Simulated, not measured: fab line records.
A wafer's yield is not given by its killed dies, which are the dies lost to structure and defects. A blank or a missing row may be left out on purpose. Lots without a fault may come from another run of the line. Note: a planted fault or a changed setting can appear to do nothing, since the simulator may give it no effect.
fab line records | flow sky130
record lots=6 | wafers=18 | last-day=50
route steps=708 shown POLY_CUT@314 SD_P@320 PAD_OPEN@708
lots that met no fault: from a run of the same line without faults
start-h: start of the lot's first displayed wafer, in hours after the record's first day | wait-h: hours since the lot's step before | " identical to the entry in the row above | L1.1+2: one row covering several wafers at once | - either no value or no given start | * or withheld: withheld | < > ~ a bound
route shown NAME@n: a module of which the file shows steps, and the number in the route of the first | usual: the fault-free wafers' mean and standard deviation | same: alike in all rows | chamber/n: place in a boat | sites: readings site by site | _std_site: their standard deviation | _edge_site: outer sites' mean less inner sites' | radius-mm: for every site, how far away it sits from the centre of the wafer | mask NAME#n: copy n | behind: the last tool/chamber to shape the wafer | hold: reason for holding the lot/hours on hold/outcome of the hold | device: which transistor (n, p or np) failed to switch | end of line: the route-end tests of the same wafers | a step without rows: its recipe alone | killed: at the first sort, the dies lost to defects and structure; wafer yield is something else | map: dies across one wafer; x = killed, . = not, _ = none there
set.NAME: the run value of the setting; set.NAME@STEP: its run value at that earlier step | model.NAME: the simulator's own value behind a step, which no gauge read
lots at some steps of the route; a table a step, a row a wafer
services: when a tool's chamber went out of use (start-h, in hours from the record's first day, below 0 if earlier), for how many hours, and the reason
## steps
# step SKY_POLY_CUT_DEVELOP_07
# recipe develop-time-s=60 | resist=KrF-thick | dev-temp-c=21
# step SKY_POLY_CUT_CD_MEAS_08
# recipe target-cd-nm=270
# usual cd-nm=270.1/1.3
lot.wafer | tool      | chamber | start-h | wait-h | cd-nm
L349.2    | cd-sem-01 | -       | 560.63  | -      | 268.4
L349.5    | "         | -       | "       | "      | 268.5
L349.6    | "         | -       | "       | "      | 270.1
L350.3    | cd-sem-02 | -       | 561.74  | -      | 268.3
L350.4    | "         | -       | "       | "      | 270.6
L350.6    | "         | -       | "       | "      | 270.0
L358.2    | cd-sem-01 | -       | 639.54  | -      | 271.3
L358.3    | "         | -       | "       | "      | 271.2
L358.6    | "         | -       | "       | "      | 269.2
L359.1    | cd-sem-02 | -       | 647.22  | -      | 271.2
L359.4    | "         | -       | "       | "      | 270.1
L359.6    | "         | -       | "       | "      | 269.9
L365.3    | cd-sem-01 | -       | 693.05  | -      | 272.5
L365.4    | "         | -       | "       | "      | 273.0
L365.5    | "         | -       | "       | "      | 272.3
L371.1    | cd-sem-01 | -       | 733.15  | -      | 270.1
L371.2    | "         | -       | "       | "      | 269.9
L371.5    | "         | -       | "       | "      | 269.8
# step SKY_POLY_CUT_OVL_MEAS_09
# usual POLY_CUT_OVL=2/4.8
lot.wafer | tool       | chamber | start-h | wait-h | POLY_CUT_OVL[nm]
L349.2    | overlay-01 | -       | 560.74  | 0.1    | 1
L349.5    | "          | -       | "       | "      | 0
L349.6    | "          | -       | "       | "      | 0
L350.3    | overlay-01 | -       | 561.83  | 0.1    | -2
L350.4    | "          | -       | "       | "      | 5
L350.6    | "          | -       | "       | "      | 1
L358.2    | overlay-02 | -       | 639.65  | 0.1    | -8
L358.3    | "          | -       | "       | "      | 2
L358.6    | "          | -       | "       | "      | -5
L359.1    | overlay-01 | -       | 647.34  | 0.1    | 11
L359.4    | "          | -       | "       | "      | 7
L359.6    | "          | -       | "       | "      | 11
L365.3    | overlay-01 | -       | 693.14  | 0.1    | 4
L365.4    | "          | -       | "       | "      | 10
L365.5    | "          | -       | "       | "      | 6
L371.1    | overlay-01 | -       | 733.27  | 0.1    | 6
L371.2    | "          | -       | "       | "      | 4
L371.5    | "          | -       | "       | "      | 1
# step SKY_POLY_CUT_ETCH_10
# recipe chemistry=N2/H2 | target=BARC | ion-energy-ev=200 | source-w=500 | bias-w=100 | pressure-mtorr=30 | n2-flow-sccm=100 | h2-flow-sccm=200 | stop-on=SiO2 | time-s=45.9 | target-depth-a=600
# usual drypump-motor-current-A=5.6/0.43 | h2-flow-sccm=200.1/0.58 | oes-product-au=0.855/0.0048 | throttle-valve-pct=13.225/0.009
lot.wafer | tool        | chamber | start-h | wait-h | drypump-motor-current-A | h2-flow-sccm | oes-product-au | rf-hours-counter-h | throttle-valve-pct
L349.2    | rie-diel-03 | 2       | 560.77  | 0.0    | 6.1                     | 200.0        | 0.850          | 9                  | 13.223
L349.5    | "           | 1       | "       | "      | 6.2                     | 200.9        | 0.852          | -                  | 13.222
L349.6    | "           | 0       | "       | "      | 5.3                     | 199.8        | 0.858          | -                  | 13.223
L350.3    | rie-diel-02 | 3       | 561.86  | 0.0    | 5.2                     | 200.3        | 0.851          | 32                 | 13.220
L350.4    | "           | 1       | "       | "      | 5.9                     | 200.3        | 0.853          | 11                 | 13.213
L350.6    | "           | 0       | "       | "      | 5.3                     | 199.9        | 0.848          | -                  | 13.218
L358.2    | rie-diel-02 | 1       | 639.68  | 0.0    | 6.0                     | 199.2        | 0.847          | 12                 | 13.237
L358.3    | "           | 2       | "       | "      | 5.3                     | 200.6        | 0.851          | 53                 | 13.228
L358.6    | "           | 1       | "       | "      | 6.0                     | 200.5        | 0.857          | -                  | 13.241
L359.1    | rie-diel-01 | 3       | 647.38  | 0.0    | 5.7                     | 200.0        | 0.861          | 57                 | 13.213
L359.4    | "           | 1       | "       | "      | 5.2                     | 199.8        | 0.864          | 14                 | 13.226
L359.6    | "           | 1       | "       | "      | 5.2                     | 200.2        | 0.850          | -                  | 13.229
L365.3    | rie-diel-01 | 2       | 693.19  | 0.0    | 6.3                     | 200.4        | 0.853          | -                  | 13.233
L365.4    | "           | 1       | "       | "      | 5.2                     | 200.5        | 0.854          | -                  | 13.233
L365.5    | "           | 2       | "       | "      | 6.3                     | 200.4        | 0.842          | -                  | 13.228
L371.1    | rie-diel-03 | 1       | 733.31  | 0.0    | 6.3                     | 199.5        | 0.855          | 14                 | 13.223
L371.2    | "           | 2       | "       | "      | 6.1                     | 201.5        | 0.850          | 13                 | 13.223
L371.5    | "           | 2       | "       | "      | 6.1                     | 200.9        | 0.853          | -                  | 13.238
# step SKY_POLY_CUT_ETCH_11
# recipe target=Si3N4 | chemistry=CF4/CH2F2/Ar | stop-on=poly-Si | source-w=600 | bias-w=150 | pressure-mtorr=40 | cf4-flow-sccm=40 | ch2f2-flow-sccm=20 | Ar_flow_sccm=150 | time-s=42.5 | target-depth-a=600
# usual drypump-motor-current-A=5.6/0.43 | oes-product-au=0.827/0.0067 | throttle-valve-pct=14.994/0.0097
lot.wafer | tool        | chamber | start-h | wait-h | drypump-motor-current-A | oes-product-au | rf-hours-counter-h | throttle-valve-pct
L349.2    | rie-diel-03 | 2       | 560.81  | 0.0    | 6.1                     | 0.824          | 9                  | 14.975
L349.5    | "           | 1       | "       | "      | 6.2                     | 0.820          | -                  | 14.990
L349.6    | "           | 0       | "       | "      | 5.3                     | 0.829          | -                  | 14.978
L350.3    | rie-diel-02 | 3       | 561.90  | 0.0    | 5.2                     | 0.823          | 32                 | 14.992
L350.4    | "           | 1       | "       | "      | 6.0                     | 0.828          | 11                 | 14.984
L350.6    | "           | 0       | "       | "      | 5.3                     | 0.822          | -                  | 15.014
L358.2    | rie-diel-02 | 1       | 639.72  | 0.0    | 6.0                     | 0.817          | 12                 | 15.010
L358.3    | "           | 2       | "       | "      | 5.3                     | 0.825          | 53                 | 15.001
L358.6    | "           | 1       | "       | "      | 6.0                     | 0.821          | -                  | 14.990
L359.1    | rie-diel-01 | 3       | 647.42  | 0.0    | 5.7                     | 0.829          | 57                 | 14.971
L359.4    | "           | 1       | "       | "      | 5.2                     | 0.831          | 14                 | 14.996
L359.6    | "           | 1       | "       | "      | 5.3                     | 0.825          | -                  | 14.979
L365.3    | rie-diel-01 | 2       | 693.25  | 0.0    | 6.3                     | 0.827          | -                  | 14.996
L365.4    | "           | 1       | "       | "      | 5.3                     | 0.823          | -                  | 14.991
L365.5    | "           | 2       | "       | "      | 6.3                     | 0.828          | -                  | 14.989
L371.1    | rie-diel-03 | 1       | 733.35  | 0.0    | 6.3                     | 0.821          | 14                 | 14.967
L371.2    | "           | 2       | "       | "      | 6.1                     | 0.822          | 13                 | 15.001
L371.5    | "           | 2       | "       | "      | 6.1                     | 0.817          | -                  | 14.974
# step SKY_POLY_CUT_STRIP_12
# recipe chemistry=O2/N2 | power-w=1400 | pressure-mtorr=1500 | platen-temp-c=withheld | o2-flow-sccm=3000 | n2-flow-sccm=300 | overash-fraction=0.5
# usual drypump-motor-current-A=5.6/0.64 | oes-product-au=0.452/0.0042 | strip-time-to-endpoint-s=5.359/0.019
lot.wafer | tool            | chamber | start-h | wait-h | drypump-motor-current-A | oes-product-au | rf-hours-counter-h | strip-time-to-endpoint-s
L349.2    | plasma-asher-03 | 1       | 560.85  | 0.0    | 5.8                     | 0.453          | 13                 | 5.361
L349.5    | "               | 1       | "       | "      | 5.8                     | 0.453          | -                  | 5.316
L349.6    | "               | 0       | "       | "      | 5.5                     | 0.449          | -                  | 5.326
L350.3    | plasma-asher-02 | 1       | 561.97  | 0.1    | 4.8                     | 0.456          | -                  | 5.363
L350.4    | "               | 0       | "       | "      | 6.0                     | 0.451          | -                  | 5.361
L350.6    | "               | 1       | "       | "      | 4.8                     | 0.455          | -                  | 5.335
L358.2    | plasma-asher-01 | 1       | 639.76  | 0.0    | 5.1                     | 0.452          | 54                 | 5.395
L358.3    | "               | 1       | "       | "      | 5.1                     | 0.456          | -                  | 5.371
L358.6    | "               | 1       | "       | "      | 5.1                     | 0.450          | -                  | 5.378
L359.1    | plasma-asher-01 | 0       | 647.46  | 0.0    | 6.6                     | 0.448          | 55                 | 5.371
L359.4    | "               | 1       | "       | "      | 5.0                     | 0.453          | -                  | 5.377
L359.6    | "               | 1       | "       | "      | 5.0                     | 0.456          | -                  | 5.378
L365.3    | plasma-asher-03 | 0       | 693.33  | 0.1    | 5.4                     | 0.451          | -                  | 5.366
L365.4    | "               | 1       | "       | "      | 5.8                     | 0.455          | -                  | 5.332
L365.5    | "               | 1       | "       | "      | 5.8                     | 0.449          | -                  | 5.345
L371.1    | plasma-asher-01 | 1       | 733.39  | 0.0    | 5.1                     | 0.450          | 63                 | 5.352
L371.2    | "               | 0       | "       | "      | 6.6                     | 0.450          | 63                 | 5.339
L371.5    | "               | 1       | "       | "      | 5.1                     | 0.455          | -                  | 5.344
# step SKY_SD_P_DEHYDRATE_00
# recipe temp-c=200 | time-s=60
# step SKY_SD_P_HMDS_01
# recipe prime-time-s=60 | prime-temp-c=120
# step SKY_SD_P_COAT_02
# recipe resist=NOVOLAK | spin-rpm=3000 | resist-thk-nm=1140
# step SKY_SD_P_SOFTBAKE_03
# recipe temp-c=90 | time-s=60 | resist=NOVOLAK
# step SKY_SD_P_EXPOSE_04
# recipe mask-id=PSDM | na=0.6 | source-shape=conventional | sigma-outer=0.6 | polarization=unpolarized | target-cd-nm=380 | dose-mj=138
# step SKY_SD_P_PEB_05
# recipe temp-c=withheld | time-s=* | resist=NOVOLAK
# step SKY_SD_P_DEVELOP_06
# recipe resist=NOVOLAK | developer=TMAH | develop-time-s=60 | dev-temp-c=23
# usual developer-temp-C=23.01/0.12
lot.wafer | tool           | chamber | start-h | wait-h | developer-temp-C
L349.2    | litho-track-02 | 0       | 590.63  | 0.1    | 23.22
L349.5    | "              | 0       | "       | "      | 23.18
L349.6    | "              | 0       | "       | "      | 23.04
L350.3    | litho-track-03 | 0       | 591.84  | 0.1    | 22.85
L350.4    | "              | 0       | "       | "      | 22.96
L350.6    | "              | 0       | "       | "      | 22.91
L358.2    | litho-track-02 | 0       | 668.23  | 0.1    | 23.92
L358.3    | "              | 0       | "       | "      | 23.66
L358.6    | "              | 0       | "       | "      | 23.76
L359.1    | litho-track-02 | 0       | 675.70  | 0.1    | 23.69
L359.4    | "              | 0       | "       | "      | 23.66
L359.6    | "              | 0       | "       | "      | 23.66
L365.3    | litho-track-03 | 0       | 720.39  | 0.1    | 23.23
L365.4    | "              | 0       | "       | "      | 23.20
L365.5    | "              | 0       | "       | "      | 23.28
L371.1    | litho-track-03 | 0       | 759.89  | 0.1    | 23.23
L371.2    | "              | 0       | "       | "      | 22.97
L371.5    | "              | 0       | "       | "      | 23.06
# step SKY_SD_P_CD_MEAS_07
# recipe target-cd-nm=380
# usual cd-nm=380.8/2.7
lot.wafer | tool      | chamber | start-h | wait-h | cd-nm
L349.2    | cd-sem-01 | -       | 590.77  | 0.1    | 381.1
L349.5    | "         | -       | "       | "      | 382.7
L349.6    | "         | -       | "       | "      | 382.6
L350.3    | cd-sem-02 | -       | 591.98  | 0.1    | 378.2
L350.4    | "         | -       | "       | "      | 378.7
L350.6    | "         | -       | "       | "      | 377.4
L358.2    | cd-sem-01 | -       | 668.37  | 0.1    | 383.3
L358.3    | "         | -       | "       | "      | 383.1
L358.6    | "         | -       | "       | "      | 384.9
L359.1    | cd-sem-01 | -       | 675.85  | 0.1    | 378.7
L359.4    | "         | -       | "       | "      | 377.7
L359.6    | "         | -       | "       | "      | 380.1
L365.3    | cd-sem-01 | -       | 720.53  | 0.1    | 377.7
L365.4    | "         | -       | "       | "      | 378.9
L365.5    | "         | -       | "       | "      | 380.3
L371.1    | cd-sem-01 | -       | 760.04  | 0.1    | 382.0
L371.2    | "         | -       | "       | "      | 382.8
L371.5    | "         | -       | "       | "      | 380.6
# step SKY_PAD_OPEN_PROBE_99
# usual killed_at_M0_to_M3=43/6.6 | killed_at_M4_up=3.0/1.7 | killed-at-contacts=24/5.4 | killed-at-front-end=16/4.6 | killed-at-other=0.3/0.53 | killed-dies=87/9.7 | killed-open=47/7.3 | killed-short=39/6.5
# same gross-dies=492 | killed-at-back-side=0
lot.wafer | tool      | chamber | start-h | wait-h | killed_at_M0_to_M3 | killed_at_M4_up | killed-at-contacts | killed-at-front-end | killed-at-other | killed-dies | killed-open | killed-short
L349.2    | prober-01 | -       | 1076.26 | 0.1    | 42                 | 2               | 21                 | 11                  | 0               | 76          | 47          | 29
L349.5    | prober-01 | -       | 1076.41 | 0.2    | 49                 | 2               | 28                 | 14                  | 1               | 94          | 59          | 35
L349.6    | prober-01 | -       | 1076.46 | 0.2    | 33                 | 0               | 22                 | 14                  | 2               | 71          | 39          | 32
L350.3    | prober-02 | -       | 1077.81 | 0.2    | 50                 | 4               | 17                 | 13                  | 0               | 84          | 41          | 43
L350.4    | prober-02 | -       | 1077.86 | 0.2    | 47                 | 2               | 20                 | 17                  | 0               | 86          | 54          | 32
L350.6    | prober-02 | -       | 1077.96 | 0.2    | 44                 | 2               | 22                 | 16                  | 0               | 84          | 48          | 36
L359.1    | prober-02 | -       | 1138.31 | 0.1    | 44                 | 3               | 20                 | 19                  | 1               | 87          | 39          | 47
L359.4    | prober-02 | -       | 1138.46 | 0.2    | 36                 | 5               | 27                 | 10                  | 0               | 78          | 42          | 35
L359.6    | prober-02 | -       | 1138.56 | 0.2    | 35                 | 2               | 22                 | 11                  | 0               | 70          | 39          | 30
L365.3    | prober-02 | -       | 1166.75 | 0.2    | 33                 | 3               | 24                 | 14                  | 0               | 74          | 48          | 26
L365.4    | prober-02 | -       | 1166.80 | 0.2    | 33                 | 7               | 21                 | 8                   | 0               | 69          | 42          | 27
L365.5    | prober-02 | -       | 1166.85 | 0.2    | 52                 | 5               | 13                 | 14                  | 0               | 84          | 41          | 43
# killed by level:class
L349.2 LI_CONTACT:geometric-particle:open=8 VIA2:geometric-particle:open=8 VIA1:geometric-particle:open=6 CONTACT:geometric-particle:open=6 VIA3:geometric-particle:open=5 POLY_GATE:geometric-particle:open=4 VIA1:geometric-particle:short=4 METAL3:geometric-particle:short=4
L349.5 VIA1:geometric-particle:open=17 LI_CONTACT:geometric-particle:open=8 CONTACT:geometric-particle:open=8 VIA2:geometric-particle:open=7 VIA3:geometric-particle:open=5 VIA1:geometric-particle:short=5 LI_CONTACT:geometric-particle:short=4 POLY_GATE:geometric-particle:short=3
L349.6 VIA3:geometric-particle:open=8 CONTACT:geometric-particle:open=7 VIA1:geometric-particle:open=6 FIELD_ISO:geometric-particle:open=5 LI_CONTACT:geometric-particle:open=5 LOCAL_INTERCONNECT:geometric-particle:short=5 POLY_GATE:geometric-particle:open=4 METAL3:geometric-particle:short=4
L350.3 VIA1:geometric-particle:open=11 METAL2:geometric-particle:short=8 VIA3:geometric-particle:open=7 VIA1:geometric-particle:short=6 CONTACT:geometric-particle:open=5 CONTACT:geometric-particle:short=4 VIA2:geometric-particle:open=4 VIA2:geometric-particle:short=4
L350.4 VIA1:geometric-particle:open=17 CONTACT:geometric-particle:open=9 VIA3:geometric-particle:open=7 METAL1:geometric-particle:short=6 FIELD_ISO:geometric-particle:open=5 LI_CONTACT:geometric-particle:open=5 VIA2:geometric-particle:open=5 METAL2:geometric-particle:short=4
L350.6 VIA1:geometric-particle:open=11 CONTACT:geometric-particle:open=9 FIELD_ISO:geometric-particle:open=8 VIA2:geometric-particle:open=7 LOCAL_INTERCONNECT:geometric-particle:short=6 METAL2:geometric-particle:short=6 LI_CONTACT:geometric-particle:open=4 VIA1:geometric-particle:short=4
L359.1 VIA3:geometric-particle:open=9 METAL1:geometric-particle:short=7 POLY_GATE:geometric-particle:short=6 POLY_GATE:geometric-particle:open=5 VIA1:geometric-particle:open=5 VIA2:geometric-particle:short=5 FIELD_ISO:geometric-particle:short=4 CONTACT:geometric-particle:open=4
L359.4 LI_CONTACT:geometric-particle:open=11 VIA1:geometric-particle:open=9 CONTACT:geometric-particle:open=7 METAL2:geometric-particle:short=6 VIA2:geometric-particle:open=6 VIA1:geometric-particle:short=5 POLY_GATE:geometric-particle:short=4 CONTACT:geometric-particle:short=4
L359.6 CONTACT:geometric-particle:open=9 METAL1:geometric-particle:short=9 LI_CONTACT:geometric-particle:open=6 VIA2:geometric-particle:open=5 VIA1:geometric-particle:open=4 FIELD_ISO:geometric-particle:open=3 VIA3:geometric-particle:short=3 VIA1:geometric-particle:short=3
L365.3 CONTACT:geometric-particle:open=13 VIA1:geometric-particle:open=10 METAL2:geometric-particle:short=6 VIA2:geometric-particle:open=6 POLY_GATE:geometric-particle:open=5 CONTACT:geometric-particle:short=5 VIA3:geometric-particle:open=4 FIELD_ISO:geometric-particle:open=3
L365.4 VIA1:geometric-particle:open=9 LI_CONTACT:geometric-particle:open=8 CONTACT:geometric-particle:open=7 VIA3:geometric-particle:open=6 METAL4:geometric-particle:short=6 FIELD_ISO:geometric-particle:short=4 VIA2:geometric-particle:open=4 LOCAL_INTERCONNECT:geometric-particle:short=3
L365.5 VIA1:geometric-particle:open=10 VIA1:geometric-particle:short=7 VIA2:geometric-particle:open=6 VIA3:geometric-particle:short=6 FIELD_ISO:geometric-particle:short=5 LOCAL_INTERCONNECT:geometric-particle:short=4 METAL1:geometric-particle:short=4 METAL3:geometric-particle:open=4
## services
tool            | chamber | start-h | hours | kind
plasma-asher-03 | -       | 562.99  | 1.2   | repair
plasma-asher-02 | -       | 571.81  | 1.7   | repair
rie-diel-01     | 0       | 595.27  | -     | clean
rie-diel-01     | 0       | 595.27  | 23.0  | scheduled-down
rie-diel-01     | 0       | 595.27  | 23.0  | vent-cycle
rie-diel-01     | 3       | 668.70  | -     | clean
rie-diel-01     | 3       | 668.70  | 24.6  | scheduled-down
rie-diel-01     | 3       | 668.70  | 24.6  | vent-cycle
rie-diel-02     | 3       | 678.37  | 3.5   | repair
rie-diel-01     | 0       | 684.28  | 77.1  | repair
rie-diel-02     | 2       | 685.13  | 2.8   | repair
rie-diel-02     | 0       | 692.49  | 4.5   | repair
rie-diel-01     | 3       | 700.72  | 7.2   | repair
rie-diel-02     | 2       | 708.19  | -     | clean
rie-diel-02     | 2       | 708.19  | 19.0  | scheduled-down
rie-diel-02     | 2       | 708.19  | 19.0  | vent-cycle
rie-diel-03     | 3       | 709.93  | -     | clean
rie-diel-03     | 3       | 709.93  | 19.4  | scheduled-down
rie-diel-03     | 3       | 709.93  | 19.4  | vent-cycle
plasma-asher-02 | -       | 733.75  | 9.0   | pm
plasma-asher-02 | 0       | 733.75  | 9.0   | vent-cycle
plasma-asher-02 | 1       | 733.75  | 9.0   | vent-cycle
rie-diel-02     | -       | 738.04  | 1.3   | repair
plasma-asher-02 | 0       | 742.75  | -     | clean
## key
first-sign step=SKY_SD_P_DEVELOP_06 | reading=developer-temp-C | direction=up | sigmas=5.9 | usual=* | struck=*
effect none on later readings
met-at SKY_SD_P_DEVELOP_06
struck-wafers L358.2,L358.3,L358.6,L359.1,L359.4,L359.6
tester-left-out L358,L359
onset-between 590.63 668.23
fault kind=process-parameter-drift | tool=litho-track-02 | chamber=- | onset-h=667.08 | steps=SKY_SD_P_DEVELOP_06 | channel=dev-temp-c | offset=* | shape=step | end-h=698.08 | acts-in=* | stated=*
# tester-left-out: of these lots the tester's yield and bins aren't shown, on N5 and GAA mostly nor the transistor test; their killed dies are dies lost to structure and defects alone, not to doping, threshold or leakage, so they don't give the yield
